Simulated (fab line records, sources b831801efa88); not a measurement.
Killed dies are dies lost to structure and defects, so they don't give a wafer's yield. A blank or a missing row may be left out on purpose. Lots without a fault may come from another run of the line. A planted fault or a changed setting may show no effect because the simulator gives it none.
A struck lot beside a sound one | flow gf180mcu | 27 steps out of a route of 602
Sound: wafers L896.2, L896.5, L896.6. Struck: wafers L910.1, L910.3, L910.5. The cause comes at the end.
At each step with rows: each side's tool, then ch and its chambers, then its first start. Under that, the readings that differ: sound wafers | struck wafers | difference of the means | sigmas: that difference in standard deviations of wafers without a fault.
alike: readings whose means differ by less than 2 such deviations, and words and numbers that are the same on both sides. not compared: withheld readings, readings that some wafer has no value for, bounds like >300 that may hide the same value, and numbers for which the record gives no deviation and whose values overlap.
The two part at a step that has a row with sigmas, a row that says differs or no value, or rows on one side only. Numbers that don't overlap but have no deviation are shown without sigmas and don't part them. A reading that every wafer of one side lacks parts them only if that side has two wafers or more.

GF_LVPWELL_STRIP_10: strips in O2/N2.
  sound on plasma_asher-01 ch 0,1, day 4 04:01; struck on plasma_asher-01 ch 0, day 7 10:32
  alike: chamber_pressure_mTorr, drypump_motor_current_A, heater_power_w, oes_product_au, strip_time_to_endpoint_s
  not compared: rf_hours_counter_h
GF_LVPWELL_TW_MEAS_11:
  sound on film_metro-03, day 4 04:07; struck on film_metro-03, day 7 10:38
  alike: LVPWELL_TW
then, 7 steps without rows for these wafers: GF_MVSD_DEHYDRATE_00 (time 60 s); GF_MVSD_HMDS_01 (prime time 60 s); GF_MVSD_COAT_02 (resist thk 3000 nm); GF_MVSD_SOFTBAKE_03; GF_MVSD_EXPOSE_04 (exposes mask MVSD, target cd 1000 nm); GF_MVSD_PEB_05; GF_MVSD_DEVELOP_06 (develop time 60 s).
GF_MVSD_OVL_MEAS_07:
  sound on overlay-01, day 4 17:50; struck on overlay-01, day 8 02:55
  alike: MVSD_OVL
then, 2 steps without rows for these wafers: GF_MVSD_IMPLANT_08; GF_MVSD_IMPLANT_09.
GF_MVSD_STRIP_10: strips in O2/N2.
  sound on plasma_asher-04 ch 0,1, day 4 18:10; struck on plasma_asher-03 ch 0, day 8 03:16
  no value came back on the struck wafers for any of 5 readings (chamber_pressure_mTorr (mTorr), drypump_motor_current_A (A) and others); on the sound wafers chamber_pressure_mTorr (mTorr) reads 1498.8 1500.2 1500.8
  reading                                | sound | struck         | difference | sigmas
  model.coat_of_MVSD_COAT_02.thk_nm (nm) | 0 0 0 | 2988 2986 2987 | +2987      |
  not compared: rf_hours_counter_h
GF_MVSD_TW_MEAS_11:
  sound on film_metro-02, day 4 18:16; struck on film_metro-03, day 8 03:22
  alike: MVSD_TW
then, 7 steps without rows for these wafers: GF_MVPSD_DEHYDRATE_00 (time 60 s); GF_MVPSD_HMDS_01 (prime time 60 s); GF_MVPSD_COAT_02 (resist thk 3000 nm); GF_MVPSD_SOFTBAKE_03; GF_MVPSD_EXPOSE_04 (exposes mask MVPSD, target cd 1000 nm); GF_MVPSD_PEB_05; GF_MVPSD_DEVELOP_06 (develop time 60 s).
GF_MVPSD_OVL_MEAS_07:
  sound on overlay-01, day 5 08:31; struck on overlay-01, day 8 20:56
  alike: MVPSD_OVL
then, 2 steps without rows for these wafers: GF_MVPSD_IMPLANT_08; GF_MVPSD_IMPLANT_09.
GF_MVPSD_STRIP_10: strips in O2/N2.
  sound on plasma_asher-01 ch 0,1, day 5 08:51; struck on plasma_asher-04 ch 0,1, day 8 21:17
  reading                      | sound             | struck            | difference | sigmas
  oes_product_au (a.u.)        | 0.725 0.720 0.722 | 0.743 0.745 0.739 | +0.020     | +5
  strip_time_to_endpoint_s (s) | 36.82 37.02 36.92 | 81.22 81.17 81.21 | +44.28     | +99 or more
  alike: chamber_pressure_mTorr, drypump_motor_current_A, heater_power_w
  not compared: rf_hours_counter_h
GF_MVPSD_TW_MEAS_11:
  sound on film_metro-03, day 5 08:58; struck on film_metro-01, day 8 21:23
  reading  | sound             | struck         | difference | sigmas
  MVPSD_TW | 554.0 551.5 556.1 | 30.2 30.1 30.3 | -523.7     | -99 or more
then, 1 step without rows for these wafers: GF_VT_IMPLANT_DEHYDRATE_00 (time 60 s).

WHERE THEY PART
First at GF_MVSD_STRIP_10; last, within this record, at GF_MVPSD_TW_MEAS_11.

WHY: what the simulator had put in
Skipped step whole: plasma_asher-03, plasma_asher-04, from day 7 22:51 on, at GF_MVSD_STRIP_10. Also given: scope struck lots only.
